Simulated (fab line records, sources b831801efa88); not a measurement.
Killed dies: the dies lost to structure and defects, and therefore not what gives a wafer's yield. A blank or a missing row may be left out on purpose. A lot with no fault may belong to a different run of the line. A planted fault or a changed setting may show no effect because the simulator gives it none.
Matching of chambers    flow gf180mcu    cmp-02 running GF_STI_CMP_25: 3 sister chambers
The step polishes, stops on Si3N4, t overpolish 33 s, target thk 524.6 nm. 6 wafers are shown with their chamber, then 7 later ones without.

== EACH WAFER AND ITS CHAMBER ==
wafer   chamber  motor_current_A (A)  time_to_endpoint_s (s)
L270.5  2        11.6                 120
L270.6  1        13.8                 123
L279.2  0        13.7                 129
L279.4  2        11.6                 126
L279.5  0        13.2                 128
L280.2  1        13.7                 125

== WAFERS WITHOUT THEIR CHAMBER ==
wafer   motor_current_A (A)  time_to_endpoint_s (s)
L280.4  10.9                 131
L280.5  11.3                 139
L284.2  13.5                 123
L284.3  11.0                 127
L284.4  13.3                 119
L286.1  14.1                 124
L286.2  13.6                 132

== CHAMBER TAKEN BY EACH ==
wafer   from the rows above      in truth
L280.4  2                        2
L280.5  2                        2
L284.2  can't be placed: 1 or 0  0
L284.3  2                        2
L284.4  can't be placed: 1 or 0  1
L286.1  can't be placed: 1 or 0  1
L286.2  can't be placed: 0 or 1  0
Placed correctly: 3 of 7. Not placeable from these rows: 4 (in 4, the candidates include the true chamber). Placed wrongly: 0.
How it was worked out, from the rows above alone: a wafer's distance from a chamber is the root of the sum, over the readings, of the square of ((its reading less the chamber's mean) divided by the reading's scatter). If the next closest chamber is less than 2 further off than the closest, the wafer can't be placed; otherwise it belongs to the closest. For every chamber, the mean is computed from those of its wafers that are shown. The scatter: take each reading less its chamber's mean, square it, sum over the shown wafers, divide by the number of wafers less the number of chambers, and take the root.
